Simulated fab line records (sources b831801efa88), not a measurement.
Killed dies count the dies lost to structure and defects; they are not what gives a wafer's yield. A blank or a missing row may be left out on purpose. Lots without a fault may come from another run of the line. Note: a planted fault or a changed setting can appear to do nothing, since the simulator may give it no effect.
fab line records / flow sky130 / part 2 of 2: steps 33 to 43 of 43
record lots=5 wafers=15 lastDay=49
route steps=708 shown POLY_GATE@234 LDD_N@237 LDD_P@255 LDD_HVN@267
lots untouched by any fault: they come from a run of this same line in which no faults occurred
startH: the number of hours between the record's first day and the start of the first shown wafer of the lot / waitH: time in hours since the lot's previous step / " unchanged from the row above / L1.1+2: one row covering several wafers at once / - no value present, or no start provided / * or withheld: withheld / < > ~ a bound
route shown NAME@n: a module of which the file shows steps, and the number in the route of the first / usual: average and standard deviation across the fault-free wafers / same: alike in all rows / chamber/n: place in a boat / sites: the reading at each site / _std_site: the standard deviation of these / _edge_site: inner sites' mean taken away from outer sites' mean / radiusMm: how far each site lies from the wafer's centre / mask NAME#n: copy n / behind: tool/chamber where the wafer was last shaped / hold: what put the lot on hold/how long, in hours/how the hold closed / device: the transistor (n, p or np) that didn't switch / end of line: the route-end tests of the same wafers / step lacking rows: just its recipe / killed: at the first sort, the dies lost to defects and structure; wafer yield is something else / map: per-die view of a wafer (x killed, . not killed, _ where there is no die)
set.NAME: the run value of the setting; set.NAME@STEP: its run value at that earlier step / model.NAME: the simulator's own value behind a step, which no gauge read
lots at selected steps of the route; one table per step, one row per wafer
services: when a tool's chamber went out of use (startH, in hours from the record's first day, below 0 if earlier), for how many hours, and the reason
## steps
# step SKY_LDD_P_TW_MEAS_11
# usual LDD_P_TW=640/3.9
lot.wafer=L074.2 tool=filmMetro-01 chamber=- startH=433.92 waitH=0.1 LDD_P_TW=644
lot.wafer=L074.3 tool=filmMetro-01 chamber=- startH=433.92 waitH=0.1 LDD_P_TW=643
lot.wafer=L074.5 tool=filmMetro-01 chamber=- startH=433.92 waitH=0.1 LDD_P_TW=645
lot.wafer=L089.2 tool=filmMetro-01 chamber=- startH=572.16 waitH=0.1 LDD_P_TW=640
lot.wafer=L089.4 tool=filmMetro-01 chamber=- startH=572.16 waitH=0.1 LDD_P_TW=642
lot.wafer=L089.6 tool=filmMetro-01 chamber=- startH=572.16 waitH=0.1 LDD_P_TW=640
lot.wafer=L090.1 tool=filmMetro-02 chamber=- startH=575.06 waitH=0.1 LDD_P_TW=635
lot.wafer=L090.2 tool=filmMetro-02 chamber=- startH=575.06 waitH=0.1 LDD_P_TW=634
lot.wafer=L090.3 tool=filmMetro-02 chamber=- startH=575.06 waitH=0.1 LDD_P_TW=637
lot.wafer=L093.1 tool=filmMetro-04 chamber=- startH=607.11 waitH=0.1 LDD_P_TW=641
lot.wafer=L093.4 tool=filmMetro-04 chamber=- startH=607.11 waitH=0.1 LDD_P_TW=637
lot.wafer=L093.6 tool=filmMetro-04 chamber=- startH=607.11 waitH=0.1 LDD_P_TW=640
lot.wafer=L095.3 tool=filmMetro-01 chamber=- startH=607.17 waitH=0.1 LDD_P_TW=644
lot.wafer=L095.4 tool=filmMetro-01 chamber=- startH=607.17 waitH=0.1 LDD_P_TW=642
lot.wafer=L095.5 tool=filmMetro-01 chamber=- startH=607.17 waitH=0.1 LDD_P_TW=645
# step SKY_LDD_HVN_DEHYDRATE_00
# recipe tempC=200 timeS=60
lot.wafer=L074.2+3+5 tool=lithoTrack-03 chamber=0 startH=448.27 waitH=14.3
lot.wafer=L089.2+4+6 tool=lithoTrack-01 chamber=0 startH=585.67 waitH=13.5
lot.wafer=L090.1+2+3 tool=lithoTrack-01 chamber=0 startH=589.99 waitH=14.9
lot.wafer=L093.1+4+6 tool=lithoTrack-03 chamber=0 startH=621.55 waitH=14.4
lot.wafer=L095.3+4+5 tool=lithoTrack-04 chamber=0 startH=621.66 waitH=14.5
# step SKY_LDD_HVN_HMDS_01
# recipe primeTimeS=60 primeTempC=120
# usual primeTempC=120.01/0.13
lot.wafer=L074.2 tool=lithoTrack-03 chamber=0 startH=448.42 waitH=0.1 primeTempC=119.86
lot.wafer=L074.3 tool=lithoTrack-03 chamber=0 startH=448.42 waitH=0.1 primeTempC=119.95
lot.wafer=L074.5 tool=lithoTrack-03 chamber=0 startH=448.42 waitH=0.1 primeTempC=119.59
lot.wafer=L089.2 tool=lithoTrack-01 chamber=0 startH=585.82 waitH=0.1 primeTempC=120.05
lot.wafer=L089.4 tool=lithoTrack-01 chamber=0 startH=585.82 waitH=0.1 primeTempC=120.14
lot.wafer=L089.6 tool=lithoTrack-01 chamber=0 startH=585.82 waitH=0.1 primeTempC=119.90
lot.wafer=L090.1 tool=lithoTrack-01 chamber=0 startH=590.14 waitH=0.1 primeTempC=119.87
lot.wafer=L090.2 tool=lithoTrack-01 chamber=0 startH=590.14 waitH=0.1 primeTempC=120.03
lot.wafer=L090.3 tool=lithoTrack-01 chamber=0 startH=590.14 waitH=0.1 primeTempC=119.94
lot.wafer=L093.1 tool=lithoTrack-03 chamber=0 startH=621.70 waitH=0.1 primeTempC=119.90
lot.wafer=L093.4 tool=lithoTrack-03 chamber=0 startH=621.70 waitH=0.1 primeTempC=119.80
lot.wafer=L093.6 tool=lithoTrack-03 chamber=0 startH=621.70 waitH=0.1 primeTempC=119.96
lot.wafer=L095.3 tool=lithoTrack-04 chamber=0 startH=621.81 waitH=0.1 primeTempC=120.00
lot.wafer=L095.4 tool=lithoTrack-04 chamber=0 startH=621.81 waitH=0.1 primeTempC=120.19
lot.wafer=L095.5 tool=lithoTrack-04 chamber=0 startH=621.81 waitH=0.1 primeTempC=120.03
# step SKY_LDD_HVN_COAT_02
# recipe resist=NOVOLAK spinRpm=3000 resistThkNm=300
lot.wafer=L074.2+3+5 tool=lithoTrack-03 chamber=0 startH=448.57 waitH=0.1
lot.wafer=L089.2+4+6 tool=lithoTrack-01 chamber=0 startH=585.97 waitH=0.1
lot.wafer=L090.1+2+3 tool=lithoTrack-01 chamber=0 startH=590.29 waitH=0.1
lot.wafer=L093.1+4+6 tool=lithoTrack-03 chamber=0 startH=621.85 waitH=0.1
lot.wafer=L095.3+4+5 tool=lithoTrack-04 chamber=0 startH=621.96 waitH=0.1
# step SKY_LDD_HVN_SOFTBAKE_03
# recipe tempC=90 timeS=60 resist=NOVOLAK
lot.wafer=L074.2+3+5 tool=lithoTrack-03 chamber=0 startH=448.72 waitH=0.1
lot.wafer=L089.2+4+6 tool=lithoTrack-01 chamber=0 startH=586.12 waitH=0.1
lot.wafer=L090.1+2+3 tool=lithoTrack-01 chamber=0 startH=590.44 waitH=0.1
lot.wafer=L093.1+4+6 tool=lithoTrack-03 chamber=0 startH=622.00 waitH=0.1
lot.wafer=L095.3+4+5 tool=lithoTrack-04 chamber=0 startH=622.11 waitH=0.1
# step SKY_LDD_HVN_EXPOSE_04
# recipe maskId=HVNTM na=0.6 sourceShape=conventional sigmaOuter=0.6 polarization=unpolarized targetCdNm=700 doseMj=127
# usual reticleTempC=23.00/0.1
# same na=0.6
lot.wafer=L074.2 tool=ilineStepper-01 chamber=0 startH=- waitH=- mask=HVNTM#0 reticleTempC=22.92
lot.wafer=L074.3 tool=ilineStepper-01 chamber=0 startH=- waitH=- mask=HVNTM#0 reticleTempC=22.89
lot.wafer=L074.5 tool=ilineStepper-01 chamber=0 startH=- waitH=- mask=HVNTM#0 reticleTempC=22.85
lot.wafer=L089.2 tool=ilineStepper-02 chamber=0 startH=- waitH=- mask=HVNTM#0 reticleTempC=22.98
lot.wafer=L089.4 tool=ilineStepper-02 chamber=0 startH=- waitH=- mask=HVNTM#0 reticleTempC=23.04
lot.wafer=L089.6 tool=ilineStepper-02 chamber=0 startH=- waitH=- mask=HVNTM#0 reticleTempC=23.03
lot.wafer=L090.1 tool=ilineStepper-01 chamber=0 startH=- waitH=- mask=HVNTM#0 reticleTempC=22.88
lot.wafer=L090.2 tool=ilineStepper-01 chamber=0 startH=- waitH=- mask=HVNTM#0 reticleTempC=23.18
lot.wafer=L090.3 tool=ilineStepper-01 chamber=0 startH=- waitH=- mask=HVNTM#0 reticleTempC=23.18
lot.wafer=L093.1 tool=ilineStepper-02 chamber=0 startH=- waitH=- mask=HVNTM#0 reticleTempC=22.96
lot.wafer=L093.4 tool=ilineStepper-02 chamber=0 startH=- waitH=- mask=HVNTM#0 reticleTempC=22.83
lot.wafer=L093.6 tool=ilineStepper-02 chamber=0 startH=- waitH=- mask=HVNTM#0 reticleTempC=23.02
lot.wafer=L095.3 tool=ilineStepper-02 chamber=0 startH=- waitH=- mask=HVNTM#0 reticleTempC=22.96
lot.wafer=L095.4 tool=ilineStepper-02 chamber=0 startH=- waitH=- mask=HVNTM#0 reticleTempC=23.06
lot.wafer=L095.5 tool=ilineStepper-02 chamber=0 startH=- waitH=- mask=HVNTM#0 reticleTempC=23.06
# step SKY_LDD_HVN_PEB_05
# recipe tempC=withheld timeS=* resist=NOVOLAK
lot.wafer=L074.2+3+5 tool=lithoTrack-04 chamber=0 startH=- waitH=-
lot.wafer=L089.2+4+6 tool=lithoTrack-01 chamber=0 startH=- waitH=-
lot.wafer=L090.1+2+3 tool=lithoTrack-01 chamber=0 startH=- waitH=-
lot.wafer=L093.1+4+6 tool=lithoTrack-03 chamber=0 startH=- waitH=-
lot.wafer=L095.3+4+5 tool=lithoTrack-03 chamber=0 startH=- waitH=-
# step SKY_LDD_HVN_DEVELOP_06
# recipe resist=NOVOLAK developer=TMAH developTimeS=60 devTempC=23
# same developTimeS=60
lot.wafer=L074.2+3+5 tool=lithoTrack-04 chamber=0 startH=464.18 waitH=0.1
lot.wafer=L089.2+4+6 tool=lithoTrack-01 chamber=0 startH=600.87 waitH=0.1
lot.wafer=L090.1+2+3 tool=lithoTrack-01 chamber=0 startH=604.84 waitH=0.1
lot.wafer=L093.1+4+6 tool=lithoTrack-03 chamber=0 startH=636.10 waitH=0.1
lot.wafer=L095.3+4+5 tool=lithoTrack-03 chamber=0 startH=636.45 waitH=0.1
# step SKY_LDD_HVN_OVL_MEAS_07
# usual LDD_HVN_OVL=1.0/1.6
lot.wafer=L074.2 tool=overlay-02 chamber=- startH=464.32 waitH=0.1 LDD_HVN_OVL[nm]=0.0
lot.wafer=L074.3 tool=overlay-02 chamber=- startH=464.32 waitH=0.1 LDD_HVN_OVL[nm]=-0.2
lot.wafer=L074.5 tool=overlay-02 chamber=- startH=464.32 waitH=0.1 LDD_HVN_OVL[nm]=1.4
lot.wafer=L089.2 tool=overlay-02 chamber=- startH=601.00 waitH=0.1 LDD_HVN_OVL[nm]=1.5
lot.wafer=L089.4 tool=overlay-02 chamber=- startH=601.00 waitH=0.1 LDD_HVN_OVL[nm]=-0.5
lot.wafer=L089.6 tool=overlay-02 chamber=- startH=601.00 waitH=0.1 LDD_HVN_OVL[nm]=-0.2
lot.wafer=L090.1 tool=overlay-02 chamber=- startH=604.99 waitH=0.1 LDD_HVN_OVL[nm]=-0.6
lot.wafer=L090.2 tool=overlay-02 chamber=- startH=604.99 waitH=0.1 LDD_HVN_OVL[nm]=1.8
lot.wafer=L090.3 tool=overlay-02 chamber=- startH=604.99 waitH=0.1 LDD_HVN_OVL[nm]=0.9
lot.wafer=L093.1 tool=overlay-02 chamber=- startH=636.25 waitH=0.1 LDD_HVN_OVL[nm]=4.6
lot.wafer=L093.4 tool=overlay-02 chamber=- startH=636.25 waitH=0.1 LDD_HVN_OVL[nm]=1.9
lot.wafer=L093.6 tool=overlay-02 chamber=- startH=636.25 waitH=0.1 LDD_HVN_OVL[nm]=2.0
lot.wafer=L095.3 tool=overlay-01 chamber=- startH=636.56 waitH=0.1 LDD_HVN_OVL[nm]=3.5
lot.wafer=L095.4 tool=overlay-01 chamber=- startH=636.56 waitH=0.1 LDD_HVN_OVL[nm]=4.1
lot.wafer=L095.5 tool=overlay-01 chamber=- startH=636.56 waitH=0.1 LDD_HVN_OVL[nm]=4.5
# step SKY_LDD_HVN_IMPLANT_08
# recipe species=P energyKev=60 doseCm2=3e+13 tiltDeg=40
# usual tiltDeg=40.003/0.021
lot.wafer=L074.2 tool=implanter-03 chamber=0 startH=464.37 waitH=0.0 tiltDeg=39.997
lot.wafer=L074.3 tool=implanter-03 chamber=0 startH=464.37 waitH=0.0 tiltDeg=39.974
lot.wafer=L074.5 tool=implanter-03 chamber=0 startH=464.37 waitH=0.0 tiltDeg=40.012
lot.wafer=L089.2 tool=implanter-01 chamber=0 startH=601.05 waitH=0.0 tiltDeg=40.003
lot.wafer=L089.4 tool=implanter-01 chamber=0 startH=601.05 waitH=0.0 tiltDeg=40.024
lot.wafer=L089.6 tool=implanter-01 chamber=0 startH=601.05 waitH=0.0 tiltDeg=39.978
lot.wafer=L090.1 tool=implanter-01 chamber=0 startH=605.03 waitH=0.0 tiltDeg=39.987
lot.wafer=L090.2 tool=implanter-01 chamber=0 startH=605.03 waitH=0.0 tiltDeg=39.978
lot.wafer=L090.3 tool=implanter-01 chamber=0 startH=605.03 waitH=0.0 tiltDeg=40.000
lot.wafer=L093.1 tool=implanter-03 chamber=0 startH=636.28 waitH=0.0 tiltDeg=40.007
lot.wafer=L093.4 tool=implanter-03 chamber=0 startH=636.28 waitH=0.0 tiltDeg=39.962
lot.wafer=L093.6 tool=implanter-03 chamber=0 startH=636.28 waitH=0.0 tiltDeg=39.985
lot.wafer=L095.3 tool=implanter-02 chamber=0 startH=636.63 waitH=0.1 tiltDeg=39.994
lot.wafer=L095.4 tool=implanter-02 chamber=0 startH=636.63 waitH=0.1 tiltDeg=40.017
lot.wafer=L095.5 tool=implanter-02 chamber=0 startH=636.63 waitH=0.1 tiltDeg=39.976
# step SKY_LDD_HVN_STRIP_09
# recipe chemistry=O2/N2 powerW=1400 pressureMtorr=1500 platenTempC=withheld o2FlowSccm=3000 n2FlowSccm=300 overashFraction=0.5
# usual drypumpMotorCurrentA=6.18/0.24 n2FlowSccm=300.0/0.91 oesProductAu=0.408/0.0047 stripTimeToEndpointS=4.137/0.013
lot.wafer=L074.2 tool=plasmaAsher-03 chamber=1 startH=464.50 waitH=0.1 drypumpMotorCurrentA=6.17 n2FlowSccm=300.8 oesProductAu=0.405 rfHoursCounterH=3 stripTimeToEndpointS=4.125
lot.wafer=L074.3 tool=plasmaAsher-03 chamber=0 startH=464.50 waitH=0.1 drypumpMotorCurrentA=5.94 n2FlowSccm=298.8 oesProductAu=0.403 rfHoursCounterH=- stripTimeToEndpointS=4.119
lot.wafer=L074.5 tool=plasmaAsher-03 chamber=1 startH=464.50 waitH=0.1 drypumpMotorCurrentA=6.18 n2FlowSccm=300.2 oesProductAu=0.407 rfHoursCounterH=- stripTimeToEndpointS=4.121
lot.wafer=L089.2 tool=plasmaAsher-04 chamber=1 startH=601.18 waitH=0.1 drypumpMotorCurrentA=6.24 n2FlowSccm=299.7 oesProductAu=0.418 rfHoursCounterH=47 stripTimeToEndpointS=4.144
lot.wafer=L089.4 tool=plasmaAsher-04 chamber=1 startH=601.18 waitH=0.1 drypumpMotorCurrentA=6.24 n2FlowSccm=299.9 oesProductAu=0.407 rfHoursCounterH=- stripTimeToEndpointS=4.135
lot.wafer=L089.6 tool=plasmaAsher-04 chamber=1 startH=601.18 waitH=0.1 drypumpMotorCurrentA=6.26 n2FlowSccm=300.5 oesProductAu=0.410 rfHoursCounterH=- stripTimeToEndpointS=4.136
lot.wafer=L090.1 tool=plasmaAsher-03 chamber=1 startH=605.18 waitH=0.1 drypumpMotorCurrentA=6.17 n2FlowSccm=300.5 oesProductAu=0.404 rfHoursCounterH=18 stripTimeToEndpointS=4.140
lot.wafer=L090.2 tool=plasmaAsher-03 chamber=0 startH=605.18 waitH=0.1 drypumpMotorCurrentA=5.96 n2FlowSccm=300.2 oesProductAu=0.409 rfHoursCounterH=18 stripTimeToEndpointS=4.151
lot.wafer=L090.3 tool=plasmaAsher-03 chamber=1 startH=605.18 waitH=0.1 drypumpMotorCurrentA=6.17 n2FlowSccm=300.8 oesProductAu=0.410 rfHoursCounterH=- stripTimeToEndpointS=4.138
lot.wafer=L093.1 tool=plasmaAsher-02 chamber=1 startH=636.43 waitH=0.1 drypumpMotorCurrentA=6.53 n2FlowSccm=299.3 oesProductAu=0.411 rfHoursCounterH=92 stripTimeToEndpointS=4.159
lot.wafer=L093.4 tool=plasmaAsher-02 chamber=0 startH=636.43 waitH=0.1 drypumpMotorCurrentA=5.77 n2FlowSccm=299.9 oesProductAu=0.408 rfHoursCounterH=- stripTimeToEndpointS=4.139
lot.wafer=L093.6 tool=plasmaAsher-02 chamber=1 startH=636.43 waitH=0.1 drypumpMotorCurrentA=6.53 n2FlowSccm=301.1 oesProductAu=0.404 rfHoursCounterH=- stripTimeToEndpointS=4.156
lot.wafer=L095.3 tool=plasmaAsher-04 chamber=1 startH=636.77 waitH=0.1 drypumpMotorCurrentA=6.24 n2FlowSccm=297.4 oesProductAu=0.405 rfHoursCounterH=- stripTimeToEndpointS=4.119
lot.wafer=L095.4 tool=plasmaAsher-04 chamber=0 startH=636.77 waitH=0.1 drypumpMotorCurrentA=6.36 n2FlowSccm=299.8 oesProductAu=0.405 rfHoursCounterH=- stripTimeToEndpointS=4.121
lot.wafer=L095.5 tool=plasmaAsher-04 chamber=0 startH=636.77 waitH=0.1 drypumpMotorCurrentA=6.37 n2FlowSccm=300.7 oesProductAu=0.402 rfHoursCounterH=- stripTimeToEndpointS=4.140
## services
tool=ilineStepper-02 chamber=- startH=372.35 hours=4.3 kind=pm
tool=implanter-01 chamber=- startH=381.01 hours=3.9 kind=pm
tool=implanter-04 chamber=- startH=383.76 hours=3.8 kind=pm
tool=implanter-02 chamber=- startH=386.87 hours=2.0 kind=repair
tool=ilineStepper-01 chamber=- startH=389.94 hours=1.7 kind=pm
tool=plasmaAsher-03 chamber=- startH=421.25 hours=9.0 kind=pm
tool=plasmaAsher-02 chamber=- startH=427.84 hours=1.3 kind=repair
tool=furnace-01 chamber=- startH=433.35 hours=2.1 kind=pm
tool=plasmaAsher-03 chamber=- startH=443.47 hours=3.0 kind=repair
tool=implanter-04 chamber=- startH=470.48 hours=3.2 kind=pm
tool=plasmaAsher-04 chamber=- startH=477.69 hours=2.8 kind=pm
tool=implanter-01 chamber=- startH=488.37 hours=3.3 kind=repair
tool=ilineStepper-02 chamber=- startH=493.10 hours=1.7 kind=pm
tool=furnace-01 chamber=- startH=494.79 hours=3.4 kind=pm
tool=plasmaAsher-03 chamber=- startH=507.16 hours=1.3 kind=repair
tool=plasmaAsher-01 chamber=- startH=511.22 hours=2.0 kind=repair
tool=plasmaAsher-02 chamber=- startH=530.22 hours=2.8 kind=pm
tool=plasmaAsher-04 chamber=- startH=542.33 hours=2.1 kind=repair
tool=implanter-02 chamber=- startH=559.18 hours=7.7 kind=pm
tool=furnace-01 chamber=- startH=562.49 hours=3.4 kind=pm
tool=implanter-02 chamber=- startH=566.80 hours=3.6 kind=repair
tool=plasmaAsher-04 chamber=- startH=588.81 hours=0.4 kind=repair
tool=ilineStepper-01 chamber=- startH=608.12 hours=1.7 kind=pm
tool=ilineStepper-02 chamber=- startH=609.80 hours=4.4 kind=pm
